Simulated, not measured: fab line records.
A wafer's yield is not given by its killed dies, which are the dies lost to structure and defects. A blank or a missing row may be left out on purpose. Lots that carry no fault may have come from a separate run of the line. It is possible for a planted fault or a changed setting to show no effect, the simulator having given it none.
fab line records -- flow gf180mcu
record lots=11, wafers=33, lastDay=34
route steps=602 shown V3@434 M4@470
lots that met no fault: from a run of the same line without faults
startH: the number of hours between the record's first day and the start of the first shown wafer of the lot -- waitH: hours since the lot's step before -- " as in the row above -- L1.1+2: one row covering several wafers at once -- - no value, or no start was given -- * or withheld: withheld -- < > ~ a bound
route shown NAME@n: NAME is a module with steps in the file, n the number in the route of the first one -- usual: mean and standard deviation over wafers with no fault -- same: alike in all rows -- chamber/n: place in a boat -- sites: readings site by site -- _std_site: standard deviation of those values -- _edge_site: outer sites' mean less inner sites' -- radiusMm: for every site, how far away it sits from the centre of the wafer -- mask NAME#n: copy n -- behind: the last tool/chamber to shape the wafer -- hold: cause of the lot's hold/its duration in hours/its outcome -- device: transistor that didn't switch, given as n, p or np -- end of line: at the end of the route, the tests of the same wafers -- where a step has no rows: the recipe by itself -- killed: count of dies lost to structure and defects at first sort (not the wafer's yield) -- map: shows each die of a wafer: x if killed, . if not, _ if none is there
set.NAME: the setting that was run; set.NAME@STEP: the one run at that earlier step -- model.NAME: the simulator's own value behind a step, which no gauge read
a sample of lots followed through the steps of the route, with each step as a table and each wafer as a row
services: when a tool's chamber went out of use (startH, in hours from the record's first day, below 0 if earlier), for how many hours, and the reason
## steps
# step GF_V3_BOW_MEAS_05
# recipe mode=bow
# usual V3_BOW=118/9.5
lot.wafer,tool,chamber,startH,waitH,V3_BOW[um]
L398.1,filmMetro-02,-,502.60,0.1,111
L398.3,filmMetro-02,-,502.60,0.1,116
L398.4,filmMetro-02,-,502.60,0.1,105
L399.2,filmMetro-04,-,517.71,0.2,134
L399.4,filmMetro-04,-,517.71,0.2,130
L399.6,filmMetro-04,-,517.71,0.2,127
L403.1,filmMetro-04,-,552.59,0.1,124
L403.5,filmMetro-04,-,552.59,0.1,121
L403.6,filmMetro-04,-,552.59,0.1,117
L404.1,filmMetro-04,-,559.42,0.2,112
L404.2,filmMetro-04,-,559.42,0.2,120
L404.4,filmMetro-04,-,559.42,0.2,123
L405.3,filmMetro-04,-,561.49,0.2,120
L405.4,filmMetro-04,-,561.49,0.2,131
L405.6,filmMetro-04,-,561.49,0.2,130
L407.3,filmMetro-04,-,582.60,0.1,118
L407.5,filmMetro-04,-,582.60,0.1,112
L407.6,filmMetro-04,-,582.60,0.1,113
L408.4,filmMetro-01,-,589.29,0.3,111
L408.5,filmMetro-01,-,589.29,0.3,129
L408.6,filmMetro-01,-,589.29,0.3,119
L409.1,filmMetro-04,-,592.85,0.1,131
L409.3,filmMetro-04,-,592.85,0.1,123
L409.5,filmMetro-04,-,592.85,0.1,116
L410.2,filmMetro-04,-,600.07,0.3,127
L410.5,filmMetro-04,-,600.07,0.3,119
L410.6,filmMetro-04,-,600.07,0.3,122
L419.1,filmMetro-04,-,667.53,0.1,107
L419.4,filmMetro-04,-,667.53,0.1,102
L419.5,filmMetro-04,-,667.53,0.1,110
L420.3,filmMetro-01,-,674.39,0.3,97
L420.4,filmMetro-01,-,674.39,0.3,100
L420.6,filmMetro-01,-,674.39,0.3,98
# step GF_V3_SPUTTER_22
# recipe material=TiN, targetThkNm=10, chamberPressurePa=5, powerW=4000, timeS=40
# usual throttleValvePct=29.9/0.71
lot.wafer,tool,chamber,startH,waitH,throttleValvePct
L398.1,pvdSputter-01,-,527.05,0.0,30.4
L398.3,pvdSputter-01,-,527.05,0.0,29.4
L398.4,pvdSputter-01,-,527.05,0.0,30.0
L399.2,pvdSputter-04,-,541.75,0.0,29.3
L399.4,pvdSputter-04,-,541.75,0.0,30.5
L399.6,pvdSputter-04,-,541.75,0.0,29.3
L403.1,pvdSputter-01,-,576.57,0.0,29.6
L403.5,pvdSputter-01,-,576.57,0.0,29.6
L403.6,pvdSputter-01,-,576.57,0.0,29.9
L404.1,pvdSputter-04,-,582.75,0.0,29.9
L404.2,pvdSputter-04,-,582.75,0.0,29.4
L404.4,pvdSputter-04,-,582.75,0.0,30.3
L405.3,pvdSputter-01,-,583.70,0.0,29.5
L405.4,pvdSputter-01,-,583.70,0.0,29.8
L405.6,pvdSputter-01,-,583.70,0.0,29.4
L407.3,pvdSputter-04,-,605.20,0.0,29.0
L407.5,pvdSputter-04,-,605.20,0.0,29.9
L407.6,pvdSputter-04,-,605.20,0.0,29.3
L408.4,pvdSputter-02,-,610.83,0.0,31.3
L408.5,pvdSputter-02,-,610.83,0.0,31.6
L408.6,pvdSputter-02,-,610.83,0.0,29.3
L409.1,pvdSputter-01,-,614.63,0.0,29.7
L409.3,pvdSputter-01,-,614.63,0.0,29.8
L409.5,pvdSputter-01,-,614.63,0.0,30.0
L410.2,pvdSputter-04,-,621.96,0.0,29.8
L410.5,pvdSputter-04,-,621.96,0.0,29.1
L410.6,pvdSputter-04,-,621.96,0.0,29.9
L419.1,pvdSputter-04,-,687.30,0.0,30.5
L419.4,pvdSputter-04,-,687.30,0.0,29.2
L419.5,pvdSputter-04,-,687.30,0.0,29.1
L420.3,pvdSputter-02,-,693.42,0.0,31.2
L420.4,pvdSputter-02,-,693.42,0.0,31.4
L420.6,pvdSputter-02,-,693.42,0.0,29.2
# step GF_V3_CVD_23
# recipe material=W, targetThkNm=350, timeS=104.9, tempC=400, pressureTorr=40
# usual chamberPressureTorr=40.01/0.092, heaterPowerW=895/45
lot.wafer,tool,chamber,startH,waitH,chamberPressureTorr,heaterPowerW
L398.1,cvdW-01,1,527.09,0.0,40.01,838
L398.3,cvdW-01,1,527.09,0.0,39.94,861
L398.4,cvdW-01,0,527.09,0.0,39.92,916
L399.2,cvdW-02,0,541.79,0.0,40.17,947
L399.4,cvdW-02,0,541.79,0.0,40.03,937
L399.6,cvdW-02,1,541.79,0.0,39.99,856
L403.1,cvdW-01,0,576.61,0.0,40.14,931
L403.5,cvdW-01,1,576.61,0.0,39.99,874
L403.6,cvdW-01,0,576.61,0.0,40.04,930
L404.1,cvdW-02,0,582.79,0.0,39.97,938
L404.2,cvdW-02,1,582.79,0.0,40.05,824
L404.4,cvdW-02,1,582.79,0.0,40.03,842
L405.3,cvdW-01,1,583.77,0.1,40.06,864
L405.4,cvdW-01,0,583.77,0.1,40.18,935
L405.6,cvdW-01,0,583.77,0.1,40.16,902
L407.3,cvdW-02,0,605.28,0.1,40.10,946
L407.5,cvdW-02,1,605.28,0.1,39.98,854
L407.6,cvdW-02,0,605.28,0.1,40.18,969
L408.4,cvdW-02,1,610.90,0.1,40.01,858
L408.5,cvdW-02,0,610.90,0.1,39.94,935
L408.6,cvdW-02,1,610.90,0.1,39.95,859
L409.1,cvdW-02,0,614.67,0.0,27.91,941
L409.3,cvdW-02,1,614.67,0.0,27.98,842
L409.5,cvdW-02,1,614.67,0.0,27.98,860
L410.2,cvdW-02,0,621.99,0.0,27.98,954
L410.5,cvdW-02,1,621.99,0.0,28.08,857
L410.6,cvdW-02,0,621.99,0.0,27.95,950
L419.1,cvdW-01,0,687.34,0.0,40.10,931
L419.4,cvdW-01,0,687.34,0.0,40.06,938
L419.5,cvdW-01,1,687.34,0.0,39.96,865
L420.3,cvdW-02,0,693.49,0.1,40.05,935
L420.4,cvdW-02,1,693.49,0.1,40.02,839
L420.6,cvdW-02,1,693.49,0.1,40.14,855
# step GF_V3_RS_MEAS_24
# recipe thkMeasGauge=four-point-probe, reads=W_of_V3_CVD_23+TiN_of_V3_SPUTTER_22+Ti_of_V3_SPUTTER_21
# usual V3_W_RS=0.327/0.0043
lot.wafer,tool,chamber,startH,waitH,V3_W_RS[ohm/sq]
L398.1,filmMetro-01,-,527.20,0.1,0.321
L398.3,filmMetro-01,-,527.20,0.1,0.320
L398.4,filmMetro-01,-,527.20,0.1,0.318
L399.2,filmMetro-02,-,541.92,0.1,0.334
L399.4,filmMetro-02,-,541.92,0.1,0.329
L399.6,filmMetro-02,-,541.92,0.1,0.329
L403.1,filmMetro-02,-,576.72,0.1,0.326
L403.5,filmMetro-02,-,576.72,0.1,0.326
L403.6,filmMetro-02,-,576.72,0.1,0.329
L404.1,filmMetro-01,-,582.90,0.1,0.332
L404.2,filmMetro-01,-,582.90,0.1,0.328
L404.4,filmMetro-01,-,582.90,0.1,0.328
L405.3,filmMetro-02,-,583.89,0.1,0.322
L405.4,filmMetro-02,-,583.89,0.1,0.322
L405.6,filmMetro-02,-,583.89,0.1,0.326
L407.3,filmMetro-02,-,605.39,0.1,0.328
L407.5,filmMetro-02,-,605.39,0.1,0.326
L407.6,filmMetro-02,-,605.39,0.1,0.328
L408.4,filmMetro-02,-,611.04,0.1,0.327
L408.5,filmMetro-02,-,611.04,0.1,0.325
L408.6,filmMetro-02,-,611.04,0.1,0.328
L409.1,filmMetro-01,-,614.78,0.1,0.400
L409.3,filmMetro-01,-,614.78,0.1,0.396
L409.5,filmMetro-01,-,614.78,0.1,0.395
L410.2,filmMetro-02,-,622.13,0.1,0.389
L410.5,filmMetro-02,-,622.13,0.1,0.394
L410.6,filmMetro-02,-,622.13,0.1,0.392
L419.1,filmMetro-02,-,687.45,0.1,0.322
L419.4,filmMetro-02,-,687.45,0.1,0.329
L419.5,filmMetro-02,-,687.45,0.1,0.326
L420.3,filmMetro-04,-,693.61,0.1,0.332
L420.4,filmMetro-04,-,693.61,0.1,0.330
L420.6,filmMetro-04,-,693.61,0.1,0.325
# step GF_V3_THK_MEAS_25
# recipe thkMeasGauge=xrf, reads=W_of_V3_CVD_23
# usual V3_W_THK=357/5.3
lot.wafer,tool,chamber,startH,waitH,V3_W_THK[nm]
L398.1,filmMetro-01,-,527.32,0.1,361
L398.3,filmMetro-01,-,527.32,0.1,359
L398.4,filmMetro-01,-,527.32,0.1,365
L399.2,filmMetro-02,-,542.03,0.1,348
L399.4,filmMetro-02,-,542.03,0.1,351
L399.6,filmMetro-02,-,542.03,0.1,354
L403.1,filmMetro-02,-,576.84,0.1,357
L403.5,filmMetro-02,-,576.84,0.1,357
L403.6,filmMetro-02,-,576.84,0.1,355
L404.1,filmMetro-01,-,583.02,0.1,352
L404.2,filmMetro-01,-,583.02,0.1,356
L404.4,filmMetro-01,-,583.02,0.1,357
L405.3,filmMetro-02,-,583.99,0.1,358
L405.4,filmMetro-02,-,583.99,0.1,359
L405.6,filmMetro-02,-,583.99,0.1,355
L407.3,filmMetro-02,-,605.49,0.1,352
L407.5,filmMetro-02,-,605.49,0.1,355
L407.6,filmMetro-02,-,605.49,0.1,352
L408.4,filmMetro-02,-,611.13,0.1,350
L408.5,filmMetro-02,-,611.13,0.1,354
L408.6,filmMetro-02,-,611.13,0.1,352
L409.1,filmMetro-01,-,614.90,0.1,292
L409.3,filmMetro-01,-,614.90,0.1,294
L409.5,filmMetro-01,-,614.90,0.1,293
L410.2,filmMetro-02,-,622.24,0.1,296
L410.5,filmMetro-02,-,622.24,0.1,293
L410.6,filmMetro-02,-,622.24,0.1,294
L419.1,filmMetro-02,-,687.57,0.1,357
L419.4,filmMetro-02,-,687.57,0.1,352
L419.5,filmMetro-02,-,687.57,0.1,356
L420.3,filmMetro-04,-,693.71,0.1,359
L420.4,filmMetro-04,-,693.71,0.1,362
L420.6,filmMetro-04,-,693.71,0.1,367
# step GF_V3_CMP_26
# recipe stopOn=SiO2, downForcePsi=3.5, platenRpm=60, tOverpolishS=15, targetThkNm=0, padVelocityMS=0.94248
# usual motorCurrentA=11.1/1.4, timeToEndpointS=84/4.6
lot.wafer,tool,chamber,startH,waitH,motorCurrentA,timeToEndpointS
L398.3,cmp-02,3,527.38,0.0,9.5,85
L398.4,cmp-02,1,527.38,0.0,13.7,95
L398.1,cmp-02,2,527.38,0.0,10.1,83
L399.2,cmp-02,0,542.08,0.0,10.4,84
L399.4,cmp-02,3,542.08,0.0,9.3,78
L399.6,cmp-02,1,542.08,0.0,14.0,89
L403.1,cmp-02,1,577.23,0.4,13.3,88
L403.5,cmp-02,2,577.23,0.4,10.1,76
L403.6,cmp-02,3,577.23,0.4,9.8,76
L404.2,cmp-02,1,583.08,0.0,13.5,85
L404.1,cmp-02,2,583.08,0.0,10.0,78
L404.4,cmp-02,3,583.08,0.0,9.7,77
L405.4,cmp-01,1,584.03,0.0,10.7,88
L405.3,cmp-01,3,584.03,0.0,10.9,91
L405.6,cmp-01,2,584.03,0.0,12.3,87
L407.3,cmp-01,1,605.68,0.2,10.5,83
L407.6,cmp-01,2,605.68,0.2,11.7,86
L407.5,cmp-01,3,605.68,0.2,11.2,87
L408.4,cmp-02,0,611.16,0.0,10.7,82
L408.5,cmp-02,0,611.16,0.0,9.5,81
L408.6,cmp-02,1,611.16,0.0,13.8,83
L409.3,cmp-01,1,614.96,0.0,11.0,71
L409.1,cmp-01,0,614.96,0.0,10.5,73
L409.5,cmp-01,2,614.96,0.0,12.3,72
L410.2,cmp-02,2,622.44,0.2,9.8,68
L410.6,cmp-02,3,622.44,0.2,10.0,67
L410.5,cmp-02,0,622.44,0.2,10.6,70
L419.1,cmp-02,1,687.68,0.1,13.9,88
L419.4,cmp-02,2,687.68,0.1,10.1,77
L419.5,cmp-02,1,687.68,0.1,13.8,84
L420.3,cmp-02,2,693.75,0.0,10.4,77
L420.4,cmp-02,3,693.75,0.0,9.7,78
L420.6,cmp-02,3,693.75,0.0,10.2,82
# step GF_M4_CD_MEAS_14
# recipe targetCdNm=280
# usual cdNm=280.0/1.1
lot.wafer,tool,chamber,startH,waitH,cdNm
L398.1,cdSem-01,-,549.74,0.1,280.3
L398.3,cdSem-01,-,549.74,0.1,278.8
L398.4,cdSem-01,-,549.74,0.1,279.5
L399.2,cdSem-01,-,564.54,0.1,280.0
L399.4,cdSem-01,-,564.54,0.1,279.9
L399.6,cdSem-01,-,564.54,0.1,279.1
L403.1,cdSem-01,-,598.60,0.1,280.1
L403.5,cdSem-01,-,598.60,0.1,279.4
L403.6,cdSem-01,-,598.60,0.1,279.9
L404.1,cdSem-01,-,604.60,0.1,279.5
L404.2,cdSem-01,-,604.60,0.1,278.6
L404.4,cdSem-01,-,604.60,0.1,278.8
L405.3,cdSem-02,-,605.78,0.1,281.4
L405.4,cdSem-02,-,605.78,0.1,282.4
L405.6,cdSem-02,-,605.78,0.1,281.5
L407.3,cdSem-01,-,626.94,0.1,281.0
L407.5,cdSem-01,-,626.94,0.1,279.4
L407.6,cdSem-01,-,626.94,0.1,280.5
L408.4,cdSem-02,-,632.45,0.1,277.7
L408.5,cdSem-02,-,632.45,0.1,278.0
L408.6,cdSem-02,-,632.45,0.1,276.6
L409.1,cdSem-01,-,635.19,0.1,280.1
L409.3,cdSem-01,-,635.19,0.1,279.4
L409.5,cdSem-01,-,635.19,0.1,280.3
L410.2,cdSem-01,-,642.19,0.1,281.2
L410.5,cdSem-01,-,642.19,0.1,279.4
L410.6,cdSem-01,-,642.19,0.1,281.6
L419.1,cdSem-02,-,706.45,0.1,280.6
L419.4,cdSem-02,-,706.45,0.1,280.8
L419.5,cdSem-02,-,706.45,0.1,280.6
L420.3,cdSem-02,-,712.66,0.1,279.7
L420.4,cdSem-02,-,712.66,0.1,281.7
L420.6,cdSem-02,-,712.66,0.1,281.3
## services
tool,chamber,startH,hours,kind
cmp-02,-,512.70,6.5,pm
pvdSputter-04,-,515.51,19.3,repair
pvdSputter-04,-,551.54,1.4,repair
pvdSputter-01,2,555.36,-,consumableReplace:kit
pvdSputter-01,2,555.36,18.0,scheduledDown
pvdSputter-01,2,555.36,18.0,ventCycle
cvdW-01,-,567.49,0.4,repair
cmp-01,-,571.37,2.2,repair
cmp-01,-,573.61,4.0,pm
cmp-01,-,577.61,-,consumableReplace:conditioner
cmp-01,-,577.61,-,consumableReplace:pad
cmp-01,-,579.22,0.6,repair
pvdSputter-01,-,586.78,4.7,repair
cmp-01,-,622.97,0.5,repair
cvdW-02,-,630.60,6.9,pm
cmp-02,-,632.84,3.4,pm
cmp-01,-,634.54,0.8,repair
pvdSputter-04,2,641.12,-,consumableReplace:kit
pvdSputter-04,2,641.12,18.0,scheduledDown
pvdSputter-04,2,641.12,18.0,ventCycle
cvdW-02,-,649.63,1.7,repair
cmp-01,-,658.62,0.5,repair
pvdSputter-04,-,661.52,0.6,repair
cmp-01,-,686.65,5.2,repair
## key
firstSign step=GF_V3_CVD_23, reading=chamberPressureTorr, direction=down, sigmas=99+, usual=40.01, struck=27.98
effect step=GF_V3_RS_MEAS_24, reading=V3_W_RS, direction=up, sigmas=16, usual=0.327, struck=0.394
effect step=GF_V3_THK_MEAS_25, reading=V3_W_THK, direction=down, sigmas=12, usual=357, struck=294
effect step=GF_V3_CMP_26, reading=timeToEndpointS, direction=down, sigmas=2.9, usual=*, struck=*
metAt GF_V3_CVD_23
struckLots L409,L410
notActingAt GF_V3_BOW_MEAS_05,GF_V3_SPUTTER_22,GF_M4_CD_MEAS_14
onsetBetween 610.90 614.67
fault kind=processParameterDrift, tool=cvdW-02, chamber=-, onsetH=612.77, steps=GF_V3_CVD_23, channel=pressureTorr, offset=-11.933, shape=step, endH=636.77, actsIn=theseRecipesOnly, stated=40
